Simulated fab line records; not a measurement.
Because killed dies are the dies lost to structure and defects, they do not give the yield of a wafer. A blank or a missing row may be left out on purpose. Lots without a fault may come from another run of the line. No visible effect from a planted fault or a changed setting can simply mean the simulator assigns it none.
fab line records ; flow sky130
record: lots: 6; wafers: 18; lastDay: 50
route steps=708 shown LI_CONTACT@370 PAD_OPEN@708
lots untouched by any fault: they come from a run of this same line in which no faults occurred
startH: hours from the record's first day to the start of the lot's first wafer shown ; waitH: hours from the lot's prior step to this one ; " as in the row above ; L1.1+2: several wafers, shown together as one row ; - either no value or no given start ; * or withheld: withheld ; < > ~ a bound
route shown NAME@n: a module of which the file shows steps, and the number in the route of the first ; usual: mean and standard deviation over wafers with no fault ; same: alike in all rows ; chamber/n: place in a boat ; sites: each site's reading ; _std_site: standard deviation of those values ; _edge_site: the outer-site mean with the inner-site mean subtracted ; radiusMm: for every site, how far away it sits from the centre of the wafer ; mask NAME#n: copy n ; behind: the last tool/chamber to shape the wafer ; hold: reason for holding the lot/hours on hold/outcome of the hold ; device: transistor that didn't switch, given as n, p or np ; end of line: tests run on the same wafers once the route is complete ; for a step that has no rows: nothing shown but its recipe ; killed: count of dies lost to structure and defects at first sort (not the wafer's yield) ; map: dies across one wafer; x = killed, . = not, _ = none there
set.NAME: the setting that was run; set.NAME@STEP: the one run at that earlier step ; model.NAME: the simulator's own value behind a step, which no gauge read
lots at some steps of the route; a table a step, a row a wafer
services: when a tool's chamber went out of use (startH, in hours from the record's first day, below 0 if earlier), for how many hours, and the reason
== steps ==
step: SKY_LI_CONTACT_SOFTBAKE_08
recipe: tempC: 99.5; timeS: 90; resist: KrF-thick
step: SKY_LI_CONTACT_EXPOSE_09
recipe: maskId: LICM1; na: 0.8; sourceShape: annular; sigmaInner: 0.55; sigmaOuter: 0.85; targetCdNm: 170; doseMj: 38
step: SKY_LI_CONTACT_PEB_10
recipe: pebTempC: withheld; pebTimeS: withheld; resist: KrF-thick
step: SKY_LI_CONTACT_DEVELOP_11
recipe: developTimeS: 60; resist: KrF-thick; devTempC: 21
step: SKY_LI_CONTACT_CD_MEAS_12
recipe: targetCdNm: 170
usual: cdNm: 170.2/1.6
lot.wafer;tool;chamber;startH;waitH;cdNm
L352.1;cdSem-01;-;728.04;-;169.7
L352.2;cdSem-01;-;728.04;-;166.8
L352.5;cdSem-01;-;728.04;-;167.4
L357.1;cdSem-01;-;828.34;-;171.5
L357.5;cdSem-01;-;828.34;-;171.8
L357.6;cdSem-01;-;828.34;-;172.9
L359.1;cdSem-01;-;828.66;-;168.6
L359.2;cdSem-01;-;828.66;-;168.2
L359.5;cdSem-01;-;828.66;-;168.7
L360.1;cdSem-01;-;830.47;-;169.5
L360.5;cdSem-01;-;830.47;-;169.6
L360.6;cdSem-01;-;830.47;-;170.6
L365.2;cdSem-01;-;831.43;-;169.9
L365.4;cdSem-01;-;831.43;-;170.4
L365.5;cdSem-01;-;831.43;-;170.2
L368.1;cdSem-01;-;839.27;-;171.7
L368.2;cdSem-01;-;839.27;-;170.0
L368.4;cdSem-01;-;839.27;-;170.9
step: SKY_LI_CONTACT_OVL_MEAS_13
usual: LI_CONTACT_OVL: 1/5.9
lot.wafer;tool;chamber;startH;waitH;LI_CONTACT_OVL[nm]
L352.1;overlay-02;-;728.16;0.1;6
L352.2;overlay-02;-;728.16;0.1;5
L352.5;overlay-02;-;728.16;0.1;-2
L357.1;overlay-02;-;828.46;0.1;9
L357.5;overlay-02;-;828.46;0.1;7
L357.6;overlay-02;-;828.46;0.1;2
L359.1;overlay-02;-;828.78;0.1;5
L359.2;overlay-02;-;828.78;0.1;12
L359.5;overlay-02;-;828.78;0.1;3
L360.1;overlay-01;-;830.59;0.1;-5
L360.5;overlay-01;-;830.59;0.1;-4
L360.6;overlay-01;-;830.59;0.1;8
L365.2;overlay-02;-;831.53;0.1;-5
L365.4;overlay-02;-;831.53;0.1;-8
L365.5;overlay-02;-;831.53;0.1;-6
L368.1;overlay-02;-;839.39;0.1;8
L368.2;overlay-02;-;839.39;0.1;-3
L368.4;overlay-02;-;839.39;0.1;1
step: SKY_LI_CONTACT_ETCH_14
recipe: chemistry: N2/H2; target: BARC; ionEnergyEv: 200; sourceW: 500; biasW: 100; pressureMtorr: 30; n2FlowSccm: 100; h2FlowSccm: 200; stopOn: SiO2; timeS: 45.9; targetDepthA: 600
usual: drypumpMotorCurrentA: 5.6/0.53; oesProductAu: 0.856/0.0049; throttleValvePct: 13.224/0.0085
same: timeS: 45.9
lot.wafer;tool;chamber;startH;waitH;drypumpMotorCurrentA;oesProductAu;rfHoursCounterH;throttleValvePct
L352.1;rieDiel-03;0;728.20;0.0;5.2;0.855;5;13.232
L352.2;rieDiel-03;2;728.20;0.0;5.5;0.860;6;13.244
L352.5;rieDiel-03;0;728.20;0.0;5.2;0.851;-;13.226
L357.1;rieDiel-01;3;828.50;0.0;5.7;0.855;20;13.228
L357.5;rieDiel-01;3;828.50;0.0;5.8;0.858;-;13.215
L357.6;rieDiel-01;2;828.50;0.0;5.9;0.856;-;13.207
L359.1;rieDiel-04;1;828.81;0.0;5.1;0.848;6;13.234
L359.2;rieDiel-04;0;828.81;0.0;6.3;0.847;17;13.235
L359.5;rieDiel-04;2;828.81;0.0;5.5;0.855;-;13.229
L360.1;rieDiel-04;2;830.63;0.0;5.5;0.856;1;13.228
L360.5;rieDiel-04;3;830.63;0.0;4.8;0.854;-;13.228
L360.6;rieDiel-04;2;830.63;0.0;5.5;0.854;-;13.218
L365.2;rieDiel-01;3;831.56;0.0;5.7;0.855;20;13.225
L365.4;rieDiel-01;0;831.56;0.0;5.0;0.859;18;13.241
L365.5;rieDiel-01;2;831.56;0.0;5.9;0.858;-;13.217
L368.1;rieDiel-04;1;839.43;0.0;5.1;0.855;7;13.241
L368.2;rieDiel-04;3;839.43;0.0;4.8;0.863;6;13.222
L368.4;rieDiel-04;3;839.43;0.0;4.8;0.851;-;13.229
step: SKY_LI_CONTACT_ETCH_15
recipe: target: PSG; chemistry: C4F8/O2/Ar; stopOn: Si; taperDeg: 4.15; maskMaterial: KrF-thick; sourceW: 1500; biasW: 1200; pressureMtorr: 40; c4f8FlowSccm: withheld; O2_flow_sccm: 6; Ar_flow_sccm: 300; timeS: withheld; targetDepthA: 6000
usual: oesProductAu: 0.837/0.0048
lot.wafer;tool;chamber;startH;waitH;oesProductAu
L352.1;rieDiel-03;0;728.24;0.0;0.841
L352.2;rieDiel-03;2;728.24;0.0;0.835
L352.5;rieDiel-03;0;728.24;0.0;0.832
L357.1;rieDiel-01;3;828.54;0.0;0.836
L357.5;rieDiel-01;3;828.54;0.0;0.834
L357.6;rieDiel-01;2;828.54;0.0;0.844
L359.1;rieDiel-04;1;828.86;0.0;0.839
L359.2;rieDiel-04;0;828.86;0.0;0.840
L359.5;rieDiel-04;2;828.86;0.0;0.830
L360.1;rieDiel-04;2;830.67;0.0;0.826
L360.5;rieDiel-04;3;830.67;0.0;0.839
L360.6;rieDiel-04;2;830.67;0.0;0.835
L365.2;rieDiel-01;3;831.61;0.0;0.837
L365.4;rieDiel-01;0;831.61;0.0;0.832
L365.5;rieDiel-01;2;831.61;0.0;0.837
L368.1;rieDiel-04;1;839.47;0.0;0.839
L368.2;rieDiel-04;3;839.47;0.0;0.832
L368.4;rieDiel-04;3;839.47;0.0;0.834
step: SKY_LI_CONTACT_STRIP_16
recipe: chemistry: O2/N2; powerW: 1400; pressureMtorr: 1500; platenTempC: withheld; o2FlowSccm: 3000; n2FlowSccm: 300; overashFraction: 0.5
usual: drypumpMotorCurrentA: 5.56/0.26; oesProductAu: 0.376/0.0046; stripTimeToEndpointS: 3.495/0.022
lot.wafer;tool;chamber;startH;waitH;drypumpMotorCurrentA;oesProductAu;rfHoursCounterH;stripTimeToEndpointS
L352.1;plasmaAsher-03;1;728.33;-;5.45;0.370;63;3.487
L352.2;plasmaAsher-03;0;728.33;-;5.18;0.369;63;3.489
L352.5;plasmaAsher-03;1;728.33;-;5.44;0.379;-;3.486
L357.1;plasmaAsher-03;0;828.63;-;5.17;0.374;72;3.518
L357.5;plasmaAsher-03;0;828.63;-;5.22;0.371;-;3.485
L357.6;plasmaAsher-03;1;828.63;-;5.45;0.376;-;3.552
L359.1;plasmaAsher-04;0;828.94;-;5.40;0.375;36;3.489
L359.2;plasmaAsher-04;1;828.94;-;5.66;0.370;36;3.481
L359.5;plasmaAsher-04;1;828.94;-;5.67;0.373;-;3.477
L360.1;plasmaAsher-04;1;830.76;-;5.63;0.381;36;3.487
L360.5;plasmaAsher-04;0;830.76;-;5.42;0.367;-;3.491
L360.6;plasmaAsher-04;1;830.76;-;5.66;0.370;-;3.502
L365.2;plasmaAsher-03;0;831.69;-;5.21;0.374;72;3.503
L365.4;plasmaAsher-03;0;831.69;-;5.20;0.380;-;3.504
L365.5;plasmaAsher-03;1;831.69;-;5.45;0.379;-;3.532
L368.1;plasmaAsher-04;0;839.56;-;5.41;0.377;37;3.499
L368.2;plasmaAsher-04;1;839.56;-;5.71;0.379;37;3.473
L368.4;plasmaAsher-04;0;839.56;-;5.44;0.372;-;3.461
step: SKY_LI_CONTACT_CLEAN_17
recipe: chemistry: NMP; timeS: 600; tempC: 60; dry: n2Spin
step: SKY_LI_CONTACT_PRE_CLEAN_18
recipe: gas: Ar; timeS: 5.6; biasV: 358
step: SKY_LI_CONTACT_SPUTTER_19
recipe: material: Ti; targetThkNm: 20; chamberPressurePa: 5; powerW: 2500; substrateTempC: 200; timeS: 106.37
usual: throttleValvePct: 31.0/1.2
same: timeS: 106.37
lot.wafer;tool;chamber;startH;waitH;throttleValvePct
L352.1;pvdSputter-04;-;728.64;0.0;30.7
L352.2;pvdSputter-04;-;728.64;0.0;30.8
L352.5;pvdSputter-04;-;728.64;0.0;30.4
L357.1;pvdSputter-02;-;828.92;0.0;31.9
L357.5;pvdSputter-02;-;828.92;0.0;31.7
L357.6;pvdSputter-02;-;828.92;0.0;29.7
L359.1;pvdSputter-02;-;829.24;0.0;29.7
L359.2;pvdSputter-02;-;829.24;0.0;31.4
L359.5;pvdSputter-02;-;829.24;0.0;29.6
L360.1;pvdSputter-02;-;831.05;0.0;29.6
L360.5;pvdSputter-02;-;831.05;0.0;31.3
L360.6;pvdSputter-02;-;831.05;0.0;31.5
L365.2;pvdSputter-04;-;832.02;0.0;33.6
L365.4;pvdSputter-04;-;832.02;0.0;30.8
L365.5;pvdSputter-04;-;832.02;0.0;30.9
L368.1;pvdSputter-01;-;839.87;0.0;30.3
L368.2;pvdSputter-01;-;839.87;0.0;28.9
L368.4;pvdSputter-01;-;839.87;0.0;29.1
step: SKY_LI_CONTACT_SPUTTER_20
recipe: material: TiN; targetThkNm: 20; chamberPressurePa: 5; powerW: 4000; timeS: 80
usual: throttleValvePct: 31.0/1.2
lot.wafer;tool;chamber;startH;waitH;throttleValvePct;model.TiN_of_LI_CONTACT_SPUTTER_20.thkNm
L352.1;pvdSputter-04;-;728.71;0.0;31.2;19.85
L352.2;pvdSputter-04;-;728.71;0.0;30.9;19.82
L352.5;pvdSputter-04;-;728.71;0.0;30.7;19.84
L357.1;pvdSputter-02;-;829.00;0.0;31.4;20.03
L357.5;pvdSputter-02;-;829.00;0.0;31.5;20.12
L357.6;pvdSputter-02;-;829.00;0.0;29.7;20.14
L359.1;pvdSputter-02;-;829.31;0.0;29.5;19.37
L359.2;pvdSputter-02;-;829.31;0.0;31.5;20.87
L359.5;pvdSputter-02;-;829.31;0.0;29.8;19.64
L360.1;pvdSputter-02;-;831.13;0.0;29.6;20.01
L360.5;pvdSputter-02;-;831.13;0.0;31.2;21.18
L360.6;pvdSputter-02;-;831.13;0.0;31.5;19.97
L365.2;pvdSputter-04;-;832.10;0.0;33.6;20.25
L365.4;pvdSputter-04;-;832.10;0.0;30.7;20.05
L365.5;pvdSputter-04;-;832.10;0.0;30.7;20.11
L368.1;pvdSputter-01;-;839.94;0.0;30.3;19.78
L368.2;pvdSputter-01;-;839.94;0.0;28.9;20.06
L368.4;pvdSputter-01;-;839.94;0.0;29.2;19.91
step: SKY_LI_CONTACT_CVD_21
recipe: material: W; targetThkNm: 400; timeS: 120.56; tempC: 400; pressureTorr: 40
usual: heaterPowerW: 857/29
same: timeS: 120.56
lot.wafer;tool;chamber;startH;waitH;heaterPowerW
L352.1;cvdW-02;0;728.77;0.0;878
L352.2;cvdW-02;1;728.77;0.0;824
L352.5;cvdW-02;1;728.77;0.0;825
L357.1;cvdW-02;1;829.06;0.0;838
L357.5;cvdW-02;1;829.06;0.0;814
L357.6;cvdW-02;0;829.06;0.0;907
L359.1;cvdW-02;0;829.37;0.0;903
L359.2;cvdW-02;1;829.37;0.0;848
L359.5;cvdW-02;0;829.37;0.0;904
L360.1;cvdW-01;0;831.19;0.0;886
L360.5;cvdW-01;0;831.19;0.0;860
L360.6;cvdW-01;1;831.19;0.0;826
L365.2;cvdW-02;0;832.16;0.0;868
L365.4;cvdW-02;1;832.16;0.0;845
L365.5;cvdW-02;0;832.16;0.0;905
L368.1;cvdW-01;1;840.00;0.0;842
L368.2;cvdW-01;0;840.00;0.0;886
L368.4;cvdW-01;1;840.00;0.0;839
step: SKY_PAD_OPEN_PROBE_99
usual: killed_at_M0_to_M3: 44/7.9; killed_at_M4_up: 3.1/1.9; killedAtContacts: 24/4.6; killedAtFrontEnd: 16/4.9; killedAtOther: 0.3/0.6; killedDies: 87/9.7; killedOpen: 48/7.2; killedShort: 39/5.6
same: grossDies: 492; killedAtBackSide: 0
lot.wafer;tool;chamber;startH;waitH;killed_at_M0_to_M3;killed_at_M4_up;killedAtContacts;killedAtFrontEnd;killedAtOther;killedDies;killedOpen;killedShort
L368.1;prober-01;-;1191.40;0.1;42;2;29;15;0;88;59;29
L368.2;prober-01;-;1191.45;0.1;41;2;28;12;0;83;37;46
L368.4;prober-01;-;1191.55;0.2;40;1;25;16;0;82;43;39
killed by level:class
L368.1 VIA3:geometricParticle:open=11 CONTACT:geometricParticle:open=10 VIA1:geometricParticle:open=10 LI_CONTACT:geometricParticle:open=7 FIELD_ISO:geometricParticle:open=6 POLY_GATE:geometricParticle:open=5 CONTACT:geometricParticle:short=5 LI_CONTACT:geometricParticle:short=4
L368.2 VIA2:geometricParticle:short=8 LI_CONTACT:geometricParticle:open=7 CONTACT:geometricParticle:short=7 METAL1:geometricParticle:short=7 CONTACT:geometricParticle:open=6 VIA1:geometricParticle:open=6 VIA3:geometricParticle:open=6 LI_CONTACT:geometricParticle:short=5
L368.4 LI_CONTACT:geometricParticle:open=9 CONTACT:geometricParticle:open=8 VIA1:geometricParticle:open=7 VIA3:geometricParticle:short=6 VIA2:geometricParticle:open=6 METAL2:geometricParticle:short=5 FIELD_ISO:geometricParticle:open=4 FIELD_ISO:geometricParticle:short=4
== services ==
tool;chamber;startH;hours;kind
pvdSputter-04;2;707.06;-;consumableReplace:kit
pvdSputter-04;2;707.06;18.0;scheduledDown
pvdSputter-04;2;707.06;18.0;ventCycle
rieDiel-04;2;731.43;1.5;repair
rieDiel-04;2;732.94;-;clean
rieDiel-04;2;732.94;17.3;scheduledDown
rieDiel-04;2;732.94;17.3;ventCycle
plasmaAsher-03;-;738.17;9.2;repair
cvdW-02;0;739.11;5.0;repair
rieDiel-01;0;739.96;10.8;repair
cvdW-01;0;750.27;3.4;repair
rieDiel-04;-;754.14;2.8;pm
rieDiel-01;1;765.69;7.5;repair
rieDiel-04;1;780.45;3.3;repair
rieDiel-03;2;782.00;10.5;repair
pvdSputter-01;2;783.21;-;consumableReplace:kit
pvdSputter-01;2;783.21;18.0;scheduledDown
rieDiel-01;3;785.22;4.5;repair
cvdW-02;-;789.51;0.6;repair
pvdSputter-04;-;794.18;3.7;repair
rieDiel-01;-;794.52;1.2;repair
rieDiel-04;0;808.41;11.9;repair
pvdSputter-01;-;827.70;2.4;repair
rieDiel-04;2;832.78;9.3;repair
== key ==
firstSign none at tools or gauges
modelEffect: step: SKY_LI_CONTACT_SPUTTER_20; value: TiN_of_LI_CONTACT_SPUTTER_20.thkNm; without: 19.8; struck: 21.02
metAt SKY_LI_CONTACT_SPUTTER_20
struckWafers L359.2,L360.5
testerLeftOut L359,L360
fault: kind: processParameterDrift; tool: pvdSputter-02; chamber: -; onsetH: 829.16; steps: SKY_LI_CONTACT_SPUTTER_20; channel: timeS; offset: *; shape: step; endH: 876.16; actsIn: *; stated: *; scope: struckWafersOnly
testerLeftOut: of these lots the tester's yield and bins aren't shown, on N5 and GAA mostly nor the transistor test; their killed dies are dies lost to structure and defects alone, not to doping, threshold or leakage, so they don't give the yield
